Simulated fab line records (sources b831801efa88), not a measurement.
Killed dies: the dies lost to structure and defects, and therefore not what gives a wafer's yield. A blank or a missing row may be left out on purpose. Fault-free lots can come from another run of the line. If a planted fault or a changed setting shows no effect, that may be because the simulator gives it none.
One fault seen from 2 desks || flow gf180mcu || every desk sees just its own numbers, and what lay behind them comes last

== METROLOGY DESK ==
Lot by lot, what the gauges showed, no matter which tool ran the lot: averages of those sampled wafers that carry a number. The brackets show how far a lot's mean lies from the usual mean; more than 4 standard deviations puts the lot out of limits, marked OUT.
Columns: A = cd nm at GF_V4_CD_MEAS_14, usual 260.5 nm; B = MIM_CVD_05_THK at GF_MIM_THK_MEAS_06, usual 42.0 nm
{"lot": "L803", "first seen here": "day 24 13:34", "A": 259.7, "B": 41.7}
{"lot": "L804", "first seen here": "day 25 04:11", "A": 259.6, "B": 42.5}
{"lot": "L805", "first seen here": "day 25 04:50", "A": 261.3, "B": 41.5}
{"lot": "L806", "first seen here": "day 25 22:05", "A": 260.9, "B": 42.1}
{"lot": "L808", "first seen here": "day 26 03:28", "A": 258.9, "B": 42.0}
{"lot": "L814", "first seen here": "day 28 02:09", "A": 260.3, "B": 41.7}
{"lot": "L817", "first seen here": "day 28 23:34", "A": 261.3, "B": 42.5}
{"lot": "L818", "first seen here": "day 29 07:29", "A": 260.0, "B": 42.7}
{"lot": "L819", "first seen here": "day 29 12:17", "A": 261.9, "B": 41.7}
{"lot": "L820", "first seen here": "day 29 18:29", "A": 258.6, "B": 42.4}
{"lot": "L821", "first seen here": "day 30 03:26", "A": 258.4, "B": 41.8}
{"lot": "L822", "first seen here": "day 30 09:55", "A": 259.0, "B": 41.8}
{"lot": "L826", "first seen here": "day 31 08:43", "A": 262.1, "B": 41.6}
This desk's finding: nothing out of limits on any of the 13 lots.

== FOR THE TOOL OWNER'S DESK: rie diel-01 ==
The tool's own readings at GF_STI_ETCH_13 (etches the open film in CHF3/O2, stops on Si, target depth 282.31 nm, time 112.9 s): means of the sampled wafers that have a number, for each lot that ran on this tool. The brackets show how far a lot's mean lies from the usual mean; more than 4 standard deviations puts the lot out of limits, marked OUT.
Columns: A = chamber pressure mTorr at GF_STI_ETCH_13, usual 40.00 mTorr; B = drypump motor current A at GF_STI_ETCH_13, usual 5.9 A; C = oes product au at GF_STI_ETCH_13, usual 0.832 a.u.; D = throttle valve pct at GF_STI_ETCH_13, usual 8.811 %
{"lot": "L804", "first seen here": "day 2 09:41", "A": 40.03, "B": 5.9, "C": 0.829, "D": 8.811}
{"lot": "L806", "first seen here": "day 2 22:26", "A": 40.01, "B": 6.2, "C": 0.825, "D": 8.809}
{"lot": "L817", "first seen here": "day 5 01:44", "A": 39.99, "B": 5.9, "C": 0.832, "D": 8.813}
This desk's finding: nothing out of limits on any of the 3 lots.

== BROUGHT TOGETHER ==
From the metrology desk's view, nothing was out of limits.
Nothing out of limits was seen by the tool owner's desk.

== WHAT WAS PUT IN BY THE SIMULATOR ==
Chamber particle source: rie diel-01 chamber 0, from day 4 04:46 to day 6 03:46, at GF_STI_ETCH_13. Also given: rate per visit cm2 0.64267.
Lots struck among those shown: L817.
